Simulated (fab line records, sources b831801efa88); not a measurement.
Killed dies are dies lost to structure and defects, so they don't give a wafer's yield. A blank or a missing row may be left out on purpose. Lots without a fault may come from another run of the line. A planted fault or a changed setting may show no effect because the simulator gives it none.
fab line records | flow sky130
record lots=12 wafers=36 last_day=50
route steps=708 shown CAPM@538 METAL3@568 VIA3@576 PAD_OPEN@708
lots that met no fault: from a run of the same line without faults
start_h: hours from the record's first day to the start of the lot's first wafer shown | wait_h: hours since the lot's step before | " the same as in the row above | L1.1+2: a row that stands for several wafers | - no value, or no start given | * or withheld: withheld | < > ~ a bound
route shown NAME@n: a module of which the file shows steps, and the number in the route of the first | usual: mean/standard deviation of fault-free wafers | same: alike in all rows | chamber/n: place in a boat | sites: the reading at each site | _std_site: their standard deviation | _edge_site: outer sites' mean less inner sites' | radius_mm: how far each site lies from the wafer's centre | mask NAME#n: copy n | behind: the tool/chamber that last shaped the wafer | hold: why the lot was held/for how many hours/how that ended | device: the transistor (n, p or np) that didn't switch | end of line: the same wafers' tests at the end of the route | a step without rows: its recipe alone | killed: dies lost to structure and defects at the first sort, not the wafer's yield | map: a wafer's dies, x killed, . not, _ none there
set.NAME: the setting as run; set.NAME@STEP: as run at that earlier step | model.NAME: the simulator's own value behind a step, which no gauge read
steps of the route over a sample of lots; a table a step, a row a wafer
services: from which hour (start_h, from the record's first day; less than 0 if before it) a tool's chamber was out of use, for how many hours, and why
## steps
# step SKY_CAPM_THK_MEAS_01
# recipe reads=SiO2_of_CAPM_CVD_00
# usual CAPM_CVD_00_THK=15.5/0.33
# columns lot.wafer tool chamber start_h wait_h CAPM_CVD_00_THK[nm]
L784.2 film_metro-01 - 863.00 - 15.0
L784.4 " - " " 15.6
L784.6 " - " " 15.3
L788.1 film_metro-01 - 887.51 - 15.7
L788.5 " - " " 16.0
L788.6 " - " " 15.9
L787.2 film_metro-02 - 888.41 - 15.4
L787.3 " - " " 15.5
L787.5 " - " " 15.8
L789.2 film_metro-02 - 897.51 - 15.6
L789.3 " - " " 15.5
L789.5 " - " " 15.6
L792.2 film_metro-04 - 907.85 - 15.4
L792.4 " - " " 15.5
L792.5 " - " " 15.7
L800.1 film_metro-02 - 958.06 - 15.6
L800.4 " - " " 15.5
L800.5 " - " " 15.8
L801.2 film_metro-01 - 979.01 - 15.0
L801.3 " - " " 14.6
L801.5 " - " " 15.4
L802.1 film_metro-01 - 980.33 - 15.6
L802.2 " - " " 16.1
L802.4 " - " " 16.2
L803.3 film_metro-02 - 987.28 - 15.8
L803.4 " - " " 15.4
L803.6 " - " " 15.5
L805.1 film_metro-04 - 1002.30 - 15.8
L805.5 " - " " 15.9
L805.6 " - " " 16.2
L806.2 film_metro-01 - 1007.50 - 15.4
L806.3 " - " " 15.8
L806.6 " - " " 16.1
L807.1 film_metro-02 - 1008.09 - 15.1
L807.4 " - " " 14.6
L807.6 " - " " 15.4
# step SKY_CAPM_STRIP_14
# recipe chemistry=O2/N2 power_w=1400 pressure_mtorr=1500 platen_temp_c=withheld o2_flow_sccm=3000 n2_flow_sccm=300 overash_fraction=0.5
# usual drypump_motor_current_A=5.5/0.41 o2_flow_sccm=2999/9.8 oes_product_au=0.710/0.0045 strip_time_to_endpoint_s=12.66/0.049
# columns lot.wafer tool chamber start_h wait_h drypump_motor_current_A o2_flow_sccm oes_product_au rf_hours_counter_h strip_time_to_endpoint_s
L784.2 plasma_asher-02 0 888.79 0.1 5.6 2990 0.712 15 12.65
L784.4 " 1 " " 5.3 2997 0.707 - 12.61
L784.6 " 0 " " 5.6 2991 0.710 - 12.60
L788.1 plasma_asher-01 1 912.09 0.1 5.3 2994 0.707 106 12.63
L788.5 " 0 " " 6.0 2999 0.707 - 12.69
L788.6 " 1 " " 5.3 3002 0.711 - 12.63
L787.2 plasma_asher-03 0 913.44 0.1 4.7 2980 0.709 47 12.65
L787.3 " 0 " " 4.7 3004 0.721 - 12.62
L787.5 " 0 " " 4.7 2997 0.709 - 12.62
L789.2 plasma_asher-03 1 922.49 0.1 5.9 2997 0.713 48 12.57
L789.3 " 1 " " 5.9 2995 0.711 - 12.56
L789.5 " 0 " " 4.7 3015 0.708 - 12.60
L792.2 plasma_asher-02 1 931.59 0.1 5.3 2994 0.709 20 12.63
L792.4 " 1 " " 5.3 2989 0.709 - 12.64
L792.5 " 0 " " 5.6 2993 0.708 - 12.64
L800.1 plasma_asher-01 1 982.54 0.1 5.3 3012 0.723 112 12.76
L800.4 " 0 " " 6.0 3017 0.710 - 12.73
L800.5 " 0 " " 6.0 3012 0.697 - 12.77
L801.2 plasma_asher-03 1 1002.37 0.1 5.9 3002 0.708 55 12.57
L801.3 " 0 " " 4.7 2995 0.714 - 12.61
L801.5 " 0 " " 4.7 2990 0.711 - 12.61
L802.1 plasma_asher-01 0 1003.97 0.1 6.0 3007 0.707 115 12.60
L802.2 " 1 " " 5.3 2996 0.696 115 12.60
L802.4 " 0 " " 6.0 3002 0.710 - 12.59
L803.3 plasma_asher-02 0 1010.67 0.1 5.6 3008 0.711 - 12.62
L803.4 " 1 " " 5.3 3003 0.707 - 12.64
L803.6 " 1 " " 5.3 2997 0.707 - 12.66
L805.1 plasma_asher-02 0 1024.97 0.1 5.6 2996 0.712 29 12.63
L805.5 " 0 " " 5.6 2993 0.706 - 12.71
L805.6 " 1 " " 5.3 2998 0.707 - 12.70
L806.2 plasma_asher-02 1 1029.84 0.1 5.3 3003 0.705 30 12.67
L806.3 " 1 " " 5.3 3002 0.706 - 12.69
L806.6 " 1 " " 5.3 2995 0.706 - 12.71
L807.1 plasma_asher-01 1 1030.41 0.1 5.3 2991 0.715 117 12.67
L807.4 " 1 " " 5.3 2991 0.712 - 12.71
L807.6 " 1 " " 5.3 3004 0.711 - 12.72
# step SKY_METAL3_METAL_ETCH_18
# recipe target_depth_a=8450 stop_on=SiO2 over_etch_frac=0.3 time_s=183.1 chemistry=Cl2/BCl3 resist_sidewall_deg=88 pressure_mtorr=10 icp_w=900 bias_w=48.5 Cl2_flow_sccm=60 bcl3_flow_sccm=30
# usual bias_w=48.49/0.14 drypump_motor_current_A=5.82/0.26 oes_product_au=0.866/0.0067 throttle_valve_pct=22.264/0.01
# columns lot.wafer tool chamber start_h wait_h bias_w drypump_motor_current_A oes_product_au rf_hours_counter_h throttle_valve_pct
L784.2 rie_metal-02 0 915.21 0.1 48.51 6.29 0.860 - 22.290
L784.4 " 0 " " 48.43 6.30 0.859 - 22.269
L784.6 " 0 " " 48.36 6.31 0.851 - 22.256
L788.1 rie_metal-03 1 937.80 0.0 48.59 5.90 0.870 5 22.264
L788.5 " 0 " " 48.46 5.66 0.871 - 22.275
L788.6 " 1 " " 48.66 5.86 0.874 - 22.241
L787.2 rie_metal-01 1 939.18 0.0 48.52 5.90 0.861 16 22.279
L787.3 " 1 " " 48.81 5.91 0.861 - 22.260
L787.5 " 1 " " 48.43 5.90 0.860 - 22.259
L789.2 rie_metal-03 0 947.73 0.0 46.88 5.69 0.863 12 22.254
L789.3 " 1 " " 48.39 5.90 0.868 - 22.253
L789.5 " 0 " " 46.70 5.64 0.866 - 22.269
L792.2 rie_metal-03 1 956.89 0.0 48.59 5.91 0.860 6 22.260
L792.4 " 0 " " 46.63 5.63 0.864 - 22.245
L792.5 " 1 " " 48.70 5.88 0.854 - 22.254
L800.1 rie_metal-01 1 1006.03 0.0 48.55 5.91 0.867 20 22.262
L800.4 " 0 " " 48.58 5.70 0.867 - 22.266
L800.5 " 1 " " 48.35 5.92 0.862 - 22.269
L801.2 rie_metal-02 1 1025.74 0.0 48.70 5.27 0.867 5 22.265
L801.3 " 1 " " 48.60 5.29 0.867 - 22.267
L801.5 " 0 " " 48.62 6.29 0.870 - 22.278
L802.1 rie_metal-02 1 1027.46 0.0 48.48 5.28 0.871 5 22.262
L802.2 " 0 " " 48.20 6.23 0.868 13 22.268
L802.4 " 1 " " 48.23 5.30 0.868 - 22.268
L803.3 rie_metal-03 1 1034.58 0.1 48.73 5.84 0.863 - 22.262
L803.4 " 0 " " 48.54 5.71 0.871 - 22.255
L803.6 " 0 " " 48.53 5.72 0.869 - 22.251
L805.1 rie_metal-03 0 1047.78 0.0 48.48 5.63 0.864 18 22.243
L805.5 " 1 " " 48.52 5.88 0.857 - 22.263
L805.6 " 0 " " 48.56 5.67 0.867 - 22.266
L806.2 rie_metal-02 0 1053.21 0.0 48.49 6.27 0.874 15 22.266
L806.3 " 1 " " 48.37 5.27 0.875 - 22.261
L806.6 " 1 " " 48.32 5.29 0.871 - 22.254
L807.1 rie_metal-03 1 1053.56 0.0 48.41 5.88 0.868 11 22.282
L807.4 " 1 " " 48.47 5.86 0.875 - 22.265
L807.6 " 1 " " 48.43 5.91 0.863 - 22.268
# step SKY_VIA3_BOW_MEAS_03
# recipe mode=bow
# usual VIA3_BOW=81/8.3
# columns lot.wafer tool chamber start_h wait_h VIA3_BOW[um]
L784.2 film_metro-01 - 916.65 0.2 83
L784.4 " - " " 86
L784.6 " - " " 69
L788.1 film_metro-03 - 939.10 0.1 87
L788.5 " - " " 78
L788.6 " - " " 81
L787.2 film_metro-01 - 940.50 0.2 79
L787.3 " - " " 78
L787.5 " - " " 81
L789.2 film_metro-03 - 949.14 0.3 83
L789.3 " - " " 94
L789.5 " - " " 76
L792.2 film_metro-03 - 958.21 0.2 72
L792.4 " - " " 80
L792.5 " - " " 84
L800.1 film_metro-02 - 1007.61 0.1 76
L800.4 " - " " 85
L800.5 " - " " 78
L801.2 film_metro-01 - 1027.05 0.2 74
L801.3 " - " " 86
L801.5 " - " " 84
L802.1 film_metro-03 - 1028.75 0.1 86
L802.2 " - " " 69
L802.4 " - " " 86
L803.3 film_metro-02 - 1035.92 0.3 78
L803.4 " - " " 79
L803.6 " - " " 91
L805.1 film_metro-03 - 1049.18 0.2 79
L805.5 " - " " 93
L805.6 " - " " 83
L806.2 film_metro-01 - 1054.52 0.2 67
L806.3 " - " " 63
L806.6 " - " " 57
L807.1 film_metro-01 - 1054.85 0.2 95
L807.4 " - " " 72
L807.6 " - " " 81
# step SKY_PAD_OPEN_PROBE_99
# usual defect_limited_yield=82.4/1.9 killed_at_M0_to_M3=43/6.5 killed_at_M4_up=3.3/2 killed_at_contacts=24/5.2 killed_at_front_end=16/4.2 killed_at_other=0.3/0.6 killed_dies=87/9.3 killed_open=47/7.8 killed_short=39/6.2 sort_bin_3_pad_short=0.9/0.42 sort_bin_5_function=10.5/1.4 sort_bin_6_memory=6.3/0.97 sort_n_pass=405/9.3 sort_yield_pct=82.4/1.9
# same gross_dies=492 killed_at_back_side=0 sort_bin_4_leakage[%]=0 sort_bin_8_speed[%]=0
# columns lot.wafer tool chamber start_h wait_h defect_limited_yield[%] killed_at_M0_to_M3 killed_at_M4_up killed_at_contacts killed_at_front_end killed_at_other killed_dies killed_open killed_short sort_bin_3_pad_short[%] sort_bin_5_function[%] sort_bin_6_memory[%] sort_n_pass sort_yield_pct[%]
L792.2 prober-01 - 1121.39 0.1 82.1 43 3 32 10 0 88 47 41 0.4 10.2 7.3 404 82.1
L792.4 prober-01 - 1121.49 0.2 82.7 40 1 23 20 1 85 44 41 1.4 9.8 6.1 407 82.7
L792.5 prober-01 - 1121.54 0.2 85.6 35 3 22 11 0 71 47 24 0.2 9.6 4.7 421 85.6
L800.1 prober-01 - 1160.60 0.1 81.1 46 4 25 18 0 93 46 47 1.2 11.0 6.7 399 81.1
L800.4 prober-01 - 1160.75 0.2 81.7 43 4 25 18 0 90 49 41 1.6 10.6 6.1 402 81.7
L800.5 prober-01 - 1160.80 0.2 82.3 37 4 29 17 0 87 52 35 0.8 11.8 5.1 405 82.3
# killed by level:class
L792.2 CONTACT:geometric_particle:open=10 VIA2:geometric_particle:open=10 VIA1:geometric_particle:open=8 LI_CONTACT:geometric_particle:open=6 CONTACT:geometric_particle:short=6 VIA1:geometric_particle:short=6 FIELD_ISO:geometric_particle:open=5 METAL1:geometric_particle:short=5
L792.4 VIA1:geometric_particle:open=11 CONTACT:geometric_particle:open=9 FIELD_ISO:geometric_particle:short=6 LI_CONTACT:geometric_particle:open=6 CONTACT:geometric_particle:short=5 METAL2:geometric_particle:short=5 POLY_GATE:geometric_particle:short=4 VIA1:geometric_particle:short=4
L792.5 LI_CONTACT:geometric_particle:open=8 VIA1:geometric_particle:open=8 CONTACT:geometric_particle:open=6 VIA3:geometric_particle:open=6 CONTACT:geometric_particle:short=5 METAL2:geometric_particle:open=5 POLY_GATE:geometric_particle:open=4 VIA2:geometric_particle:open=4
L800.1 VIA3:geometric_particle:open=11 METAL1:geometric_particle:short=9 VIA1:geometric_particle:open=9 POLY_GATE:geometric_particle:short=7 LI_CONTACT:geometric_particle:open=7 LOCAL_INTERCONNECT:geometric_particle:short=6 CONTACT:geometric_particle:short=6 VIA2:geometric_particle:open=6
L800.4 VIA2:geometric_particle:open=10 VIA1:geometric_particle:open=10 FIELD_ISO:geometric_particle:short=8 CONTACT:geometric_particle:open=8 VIA3:geometric_particle:open=7 CONTACT:geometric_particle:short=6 METAL1:geometric_particle:short=5 METAL2:geometric_particle:short=5
L800.5 CONTACT:geometric_particle:open=13 LI_CONTACT:geometric_particle:open=10 VIA1:geometric_particle:open=9 METAL2:geometric_particle:short=7 FIELD_ISO:geometric_particle:open=6 METAL1:geometric_particle:short=5 VIA3:geometric_particle:open=5 LOCAL_INTERCONNECT:geometric_particle:short=4
## services
# columns tool chamber start_h hours kind
rie_metal-02 - 869.32 0.7 repair
plasma_asher-01 - 873.30 3.4 repair
rie_metal-02 1 893.90 - clean
rie_metal-02 1 893.90 25.7 scheduled_down
rie_metal-02 1 893.90 25.7 vent_cycle
plasma_asher-01 - 938.68 2.8 pm
plasma_asher-03 - 974.55 14.6 pm
plasma_asher-03 - 1009.85 2.8 repair
rie_metal-01 - 1011.47 0.9 repair
rie_metal-01 1 1024.67 - clean
rie_metal-01 1 1024.67 19.6 scheduled_down
rie_metal-01 1 1024.67 19.6 vent_cycle
## key
first_sign step=SKY_METAL3_METAL_ETCH_18 reading=bias_w direction=down sigmas=13 usual=48.49 struck=46.74
effect none on later readings
met_at SKY_METAL3_METAL_ETCH_18
struck_lots L789,L792
struck_wafers L789.2,L789.5,L792.4
not_acting_at SKY_CAPM_THK_MEAS_01,SKY_CAPM_STRIP_14,SKY_VIA3_BOW_MEAS_03
onset_between 937.80 947.73
fault kind=process_parameter_drift tool=rie_metal-03 chamber=0 onset_h=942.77 steps=SKY_METAL3_METAL_ETCH_18 channel=bias_w offset=-1.5903 shape=step end_h=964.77 acts_in=these_recipes_only stated=48.5
